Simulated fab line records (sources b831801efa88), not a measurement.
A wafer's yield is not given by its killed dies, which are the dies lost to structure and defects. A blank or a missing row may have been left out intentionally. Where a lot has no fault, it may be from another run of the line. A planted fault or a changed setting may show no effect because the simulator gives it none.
Matching of chambers || flow gf180mcu || cmp-02 running GF_V4_CMP_04: 4 sister chambers
The step polishes SiO2. 8 wafers are shown with their chamber, then 7 later ones without.

== EACH WAFER AND ITS CHAMBER ==
{"wafer": "L304.1", "chamber": 3, "motor_current_A (A)": 12.2, "time_to_endpoint_s (s)": 81}
{"wafer": "L305.5", "chamber": 0, "motor_current_A (A)": 10.6, "time_to_endpoint_s (s)": 95}
{"wafer": "L305.6", "chamber": 3, "motor_current_A (A)": 11.1, "time_to_endpoint_s (s)": 92}
{"wafer": "L306.1", "chamber": 0, "motor_current_A (A)": 11.2, "time_to_endpoint_s (s)": 88}
{"wafer": "L306.4", "chamber": 1, "motor_current_A (A)": 13.2, "time_to_endpoint_s (s)": 79}
{"wafer": "L306.5", "chamber": 2, "motor_current_A (A)": 9.9, "time_to_endpoint_s (s)": 89}
{"wafer": "L309.1", "chamber": 1, "motor_current_A (A)": 12.5, "time_to_endpoint_s (s)": 77}
{"wafer": "L309.2", "chamber": 2, "motor_current_A (A)": 10.0, "time_to_endpoint_s (s)": 75}

== WAFERS WHOSE CHAMBER IS MISSING ==
{"wafer": "L309.3", "motor_current_A (A)": 10.6, "time_to_endpoint_s (s)": 92}
{"wafer": "L314.3", "motor_current_A (A)": 11.8, "time_to_endpoint_s (s)": 73}
{"wafer": "L314.5", "motor_current_A (A)": 9.4, "time_to_endpoint_s (s)": 79}
{"wafer": "L314.6", "motor_current_A (A)": 13.2, "time_to_endpoint_s (s)": 76}
{"wafer": "L323.4", "motor_current_A (A)": 13.3, "time_to_endpoint_s (s)": 74}
{"wafer": "L323.5", "motor_current_A (A)": 9.8, "time_to_endpoint_s (s)": 79}
{"wafer": "L323.6", "motor_current_A (A)": 12.3, "time_to_endpoint_s (s)": 78}

== WHICH CHAMBER EACH ONE RAN IN ==
{"wafer": "L309.3", "from the rows above": "can't be placed: 0 or 2 or 3", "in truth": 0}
{"wafer": "L314.3", "from the rows above": "can't be placed: 3 or 1 or 0 or 2", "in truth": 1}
{"wafer": "L314.5", "from the rows above": 2, "in truth": 2}
{"wafer": "L314.6", "from the rows above": 1, "in truth": 1}
{"wafer": "L323.4", "from the rows above": 1, "in truth": 1}
{"wafer": "L323.5", "from the rows above": 2, "in truth": 2}
{"wafer": "L323.6", "from the rows above": "can't be placed: 1 or 3", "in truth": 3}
Correctly placed: 4 of 7. From these rows, 3 cannot be placed; in 3 the true chamber is one of the candidates. Number placed wrongly: 0.
How it was worked out, from the rows above alone: a wafer's distance from a chamber is the root of the sum, over the readings, of the square of ((its reading less the chamber's mean) divided by the reading's scatter). If the next closest chamber is less than 2 further off than the closest, the wafer can't be placed; otherwise it belongs to the closest. A chamber's mean is the mean of its shown wafers. The scatter: the root of (the sum of the squares of (reading less its chamber's mean) over the shown wafers, divided by (wafers less chambers)).
